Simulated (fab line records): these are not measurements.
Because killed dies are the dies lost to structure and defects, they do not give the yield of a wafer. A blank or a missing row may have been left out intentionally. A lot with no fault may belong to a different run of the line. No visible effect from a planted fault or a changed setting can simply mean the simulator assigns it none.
Which tool is to blame?    flow sky130    13 lots, 39 wafers sampled, at 5 steps of a route of 708

== WHAT THE GAUGES SHOWED, per wafer ==
The record holds no reading of a measuring or inspecting step that can be judged against a usual standard deviation.

== WHAT TOOL EACH LOT RAN ON (gives the tool, then ch and the chambers of the sampled wafers, and finally the start) ==
lot   SKY_VIA2_SPUTTER_20           SKY_VIA2_CVD_21                SKY_CAPM_SPUTTER_02           SKY_CAPM_SOFTBAKE_08               SKY_PAD_OPEN_PROBE_99
L660  pvd sputter-04, day 35 22:00  cvd w-01 ch 0,1, day 35 22:04  pvd sputter-01, day 35 22:55  litho track-03 ch 0, day 36 11:33  -
L661  pvd sputter-04, day 37 02:51  cvd w-01 ch 0,1, day 37 02:58  pvd sputter-02, day 37 03:46  litho track-03 ch 0, day 37 16:09  -
L664  pvd sputter-03, day 38 17:05  cvd w-02 ch 0,1, day 38 17:11  pvd sputter-01, day 38 17:59  litho track-02 ch 0, day 39 06:44  -
L665  pvd sputter-03, day 38 18:45  cvd w-02 ch 0,1, day 38 18:49  pvd sputter-01, day 38 19:40  litho track-02 ch 0, day 39 08:14  -
L670  pvd sputter-03, day 39 17:09  cvd w-02 ch 0,1, day 39 17:13  pvd sputter-02, day 39 18:15  litho track-02 ch 0, day 40 06:11  prober-01, day 48 11:10
L672  pvd sputter-03, day 40 00:14  cvd w-01 ch 0,1, day 40 00:18  pvd sputter-02, day 40 01:09  litho track-03 ch 0, day 40 13:19  prober-01, day 48 17:00
L673  pvd sputter-04, day 40 12:14  cvd w-01 ch 0,1, day 40 12:18  pvd sputter-04, day 40 13:09  litho track-03 ch 0, day 41 01:09  prober-02, day 49 01:04
L678  pvd sputter-04, day 42 06:44  cvd w-02 ch 0,1, day 42 06:51  pvd sputter-04, day 42 07:39  litho track-02 ch 0, day 42 19:47  -
L679  pvd sputter-04, day 42 12:23  cvd w-01 ch 0,1, day 42 12:27  pvd sputter-01, day 42 13:19  litho track-02 ch 0, day 43 00:03  -
L681  pvd sputter-01, day 42 17:12  cvd w-02 ch 0,1, day 42 17:16  pvd sputter-01, day 42 18:06  litho track-04 ch 0, day 43 05:05  prober-01, day 50 13:26
L680  pvd sputter-03, day 42 21:05  cvd w-02 ch 0, day 42 21:09    pvd sputter-01, day 42 22:03  litho track-02 ch 0, day 43 08:35  prober-02, day 50 16:41
L682  pvd sputter-04, day 42 22:05  cvd w-02 ch 0,1, day 42 22:11  pvd sputter-01, day 42 22:59  litho track-04 ch 0, day 43 10:14  -
L683  pvd sputter-03, day 43 07:54  cvd w-01 ch 1, day 43 07:58    pvd sputter-01, day 43 08:49  litho track-03 ch 0, day 43 20:25  prober-01, day 51 01:39
- SKY_VIA2_SPUTTER_20: material TiN, target thk 20 nm, time 80 s.
- SKY_VIA2_CVD_21: deposits W, target thk 420 nm, time 126.4 s.
- SKY_CAPM_SPUTTER_02: material TiN, target thk 200 nm, time 174.7 s.
- SKY_CAPM_SOFTBAKE_08: time 60 s.
- SKY_PAD_OPEN_PROBE_99

== WHAT THE TOOLS THEMSELVES READ (means of the sampled wafers that have a number; where no wafer has one, the mark that the record gives instead) ==
SKY_VIA2_SPUTTER_20. Usual: throttle valve pct reads 29.6 % (standard deviation 0.7).
lot   tool            throttle valve pct (%)  flag
L660  pvd sputter-04  29.8                    
L661  pvd sputter-04  29.6                    
L664  pvd sputter-03  28.9                    
L665  pvd sputter-03  29.1                    
L670  pvd sputter-03  29.1                    
L672  pvd sputter-03  29.9                    
L673  pvd sputter-04  30.1                    
L678  pvd sputter-04  30.1                    
L679  pvd sputter-04  29.8                    
L681  pvd sputter-01  29.2                    
L680  pvd sputter-03  29.2                    
L682  pvd sputter-04  30.3                    
L683  pvd sputter-03  29.9                    

SKY_VIA2_CVD_21. Usual: heater power w reads 884 W (standard deviation 110).
lot   tool      heater power w (W)  flag
L660  cvd w-01  855                 
L661  cvd w-01  850                 
L664  cvd w-02  869                 
L665  cvd w-02  864                 
L670  cvd w-02  878                 
L672  cvd w-01  827                 
L673  cvd w-01  834                 
L678  cvd w-02  972                 
L679  cvd w-01  825                 
L681  cvd w-02  886                 
L680  cvd w-02  1066                
L682  cvd w-02  869                 
L683  cvd w-01  818                 

SKY_CAPM_SPUTTER_02. Usual: throttle valve pct reads 30.0 % (standard deviation 0.83).
lot   tool            throttle valve pct (%)  flag
L660  pvd sputter-01  29.4                    
L661  pvd sputter-02  30.4                    
L664  pvd sputter-01  29.7                    
L665  pvd sputter-01  29.5                    
L670  pvd sputter-02  30.7                    
L672  pvd sputter-02  31.3                    
L673  pvd sputter-04  30.2                    
L678  pvd sputter-04  30.4                    
L679  pvd sputter-01  29.5                    
L681  pvd sputter-01  28.9                    
L680  pvd sputter-01  29.4                    
L682  pvd sputter-01  29.8                    
L683  pvd sputter-01  29.7                    

SKY_CAPM_SOFTBAKE_08. Usual: chill plate temp C 23.00 C, standard deviation 0.12; heater power total W 56.60 W, standard deviation 0.046; plate temp C 90.02 C, standard deviation 0.13.
lot   tool            chill plate temp C (C)  heater power total W (W)  plate temp C (C)  flag
L660  litho track-03  23.02                   56.58                     89.94             
L661  litho track-03  22.93                   56.58                     90.23             
L664  litho track-02  22.91                   56.60                     90.06             
L665  litho track-02  22.96                   56.61                     90.12             
L670  litho track-02  23.06                   56.59                     89.96             
L672  litho track-03  23.04                   58.48                     91.85             OFF
L673  litho track-03  23.16                   58.42                     92.10             OFF
L678  litho track-02  22.86                   56.59                     90.02             
L679  litho track-02  23.11                   56.60                     90.11             
L681  litho track-04  22.90                   56.57                     89.97             
L680  litho track-02  23.02                   56.59                     90.19             
L682  litho track-04  22.82                   56.61                     90.06             
L683  litho track-03  22.96                   56.56                     89.92             

SKY_PAD_OPEN_PROBE_99. Usual: defect limited yield 82.3 %, standard deviation 2.1; killed_at_M0_to_M3 43, standard deviation 7.4; killed_at_M4_up 3.1, standard deviation 1.8; killed at contacts 26, standard deviation 5.6; killed at front end 15, standard deviation 4.9; killed at other 0.2, standard deviation 0.44; killed dies 87, standard deviation 10; killed open 48, standard deviation 7.6; killed short 39, standard deviation 6.2; sort_bin_3_pad_short 0.9 %, standard deviation 0.43; sort_bin_5_function 10.5 %, standard deviation 1.5; sort_bin_6_memory 6.3 %, standard deviation 1.2; sort n pass 405, standard deviation 10; sort yield pct 82.3 %, standard deviation 2.1.
lot   tool       defect limited yield (%)  killed_at_M0_to_M3  killed_at_M4_up  killed at contacts  killed at front end  killed at other  killed dies  killed open  killed short  sort_bin_3_pad_short (%)  sort_bin_5_function (%)  sort_bin_6_memory (%)  sort n pass  sort yield pct (%)  flag
L670  prober-01  83.8                      41                  2.7              20                  16                   0.3              79           36           42            0.6                       10.2                     5.4                    413          83.8                
L672  prober-01  84.7                      40                  3.0              20                  12                   0.0              75           43           31            0.8                       8.5                      5.9                    417          84.7                
L673  prober-02  82.6                      45                  4.3              22                  14                   0.3              86           47           39            1.2                       9.4                      6.8                    406          82.6                
L681  prober-01  83.7                      40                  3.3              28                  9                    0.0              80           45           36            0.6                       10.0                     5.7                    412          83.7                
L680  prober-02  81.5                      44                  6.3              24                  16                   0.0              91           49           42            0.6                       10.9                     7.0                    401          81.5                
L683  prober-01  83.1                      43                  2.3              26                  12                   0.0              83           48           35            0.7                       9.9                      6.2                    409          83.1                

== THE ANSWER, worked out from the rows above alone ==
Rule: a lot is off if the mean of its wafers that have a number lies more than 3 standard deviations from the usual mean. Also off: a lot with no number at a reading for which 4 or more lots have one. All remaining lots with rows at the step are treated as sound. The gauges are gone through in route order, then the tools' own readings, and for those a lot's mean is taken as printed above. The first step at which some lot is off is used, and at that step the reading that is off furthest; a lot without a number counts as furthest.
Off, at SKY_CAPM_SOFTBAKE_08 on heater power total W: L672, L673.
If a tool, at that step or one of the process steps before it, ran each lot that is off and ran no sound lot following the first of them, it fits. Not one of the candidates tried fits.

== WHAT WAS PUT IN BY THE SIMULATOR ==
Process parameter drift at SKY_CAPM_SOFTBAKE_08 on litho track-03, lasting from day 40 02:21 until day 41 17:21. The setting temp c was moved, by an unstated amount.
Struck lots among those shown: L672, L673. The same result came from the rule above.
